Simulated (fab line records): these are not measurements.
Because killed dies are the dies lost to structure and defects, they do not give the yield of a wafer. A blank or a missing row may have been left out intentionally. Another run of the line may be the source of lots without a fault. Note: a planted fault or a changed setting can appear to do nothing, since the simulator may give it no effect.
Which tool was responsible? || flow sfq line || 21 wafers sampled from 7 lots at 1 step of a route of 325

WHAT EACH GAUGE READ, for each wafer
SFQ_L0V_OVL_MEAS_903.
{"lot": "L146", "measured": "day 5 11:39", "on": "overlay-02", "L0V_OVL (nm)": "7 8 4"}
{"lot": "L153", "measured": "day 7 04:34", "on": "overlay-02", "L0V_OVL (nm)": "-2 1 3"}
{"lot": "L155", "measured": "day 7 20:56", "on": "overlay-01", "L0V_OVL (nm)": "1 0 8"}
{"lot": "L159", "measured": "day 8 15:56", "on": "overlay-02", "L0V_OVL (nm)": "6 9 7"}
{"lot": "L161", "measured": "day 9 12:20", "on": "overlay-02", "L0V_OVL (nm)": "1 4 -3"}
{"lot": "L163", "measured": "day 10 03:56", "on": "overlay-01", "L0V_OVL (nm)": "-4 -1 -4"}
{"lot": "L166", "measured": "day 14 16:19", "on": "overlay-01", "L0V_OVL (nm)": "2 -2 2"}

WHAT TOOL EACH LOT RAN ON (gives the tool, then ch and the chambers of the sampled wafers, and finally the start)
There is no process step in the record ahead of these readings.

THE ANSWER, worked out from the rows above alone
Rule: the lots themselves supply what counts as usual. Put in order of their means at a reading, lots are off if they are a third of the lots or fewer, leave a main group of 4 or more, and stand apart from it by a gap of 3 or more times the standard deviation of the main group's means; of several such gaps the widest counts. A main group whose means are all the same, to the digits that the tables above print for the reading, isn't used. Also off: a lot with no number at a reading for which 4 or more lots have one. Where the step has rows for the other lots, those lots are counted as sound.
Across all readings shown, no lot is off: no conclusion can be drawn from this.

WHAT THE SIMULATOR HAD INSERTED
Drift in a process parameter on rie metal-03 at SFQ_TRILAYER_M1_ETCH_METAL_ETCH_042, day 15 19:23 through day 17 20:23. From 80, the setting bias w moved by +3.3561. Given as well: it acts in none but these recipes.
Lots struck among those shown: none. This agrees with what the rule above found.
